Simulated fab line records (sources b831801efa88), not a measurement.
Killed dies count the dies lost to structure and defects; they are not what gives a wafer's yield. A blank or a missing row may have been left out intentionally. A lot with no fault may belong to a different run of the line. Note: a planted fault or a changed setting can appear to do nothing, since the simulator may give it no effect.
Chamber matching    flow gf180mcu    3 sister chambers for GF_MIM_CVD_05 on pecvd-04
The step deposits Si3N4, target thk 42 nm, time 29.086 s. 3 wafers are shown with their chamber, then 7 later ones without.

WAFERS PAIRED WITH THEIR CHAMBERS
wafer   chamber  heater_power_outer_w (W)
L794.5  2        440
L798.1  0        390
L798.4  1        356

WAFERS MISSING THEIR CHAMBER
wafer   heater_power_outer_w (W)
L798.5  388
L799.1  300
L799.2  330
L799.3  422
L800.1  322
L800.3  371
L800.5  325

WHICH CHAMBER EACH ONE RAN IN
wafer   from the rows above           in truth
L798.5  can't be placed: 0 or 1 or 2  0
L799.1  can't be placed: 1 or 0       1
L799.2  can't be placed: 1 or 0       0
L799.3  can't be placed: 2 or 0 or 1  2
L800.1  can't be placed: 1 or 0       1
L800.3  can't be placed: 1 or 0 or 2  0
L800.5  can't be placed: 1 or 0       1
0 of 7 placed correctly. Not placeable from these rows: 7 (in 7, the candidates include the true chamber). Placed wrongly: 0.
How it was worked out, from the rows above alone: a wafer's distance from a chamber is the root of the sum, over the readings, of the square of ((its reading less the chamber's mean) divided by the reading's scatter). If the next closest chamber is less than 2 further off than the closest, the wafer can't be placed; otherwise it belongs to the closest. A chamber's mean is the mean of its shown wafers. The scatter: root of mean squared gap, hidden wafer to nearest shown wafer, with one shown wafer a chamber.
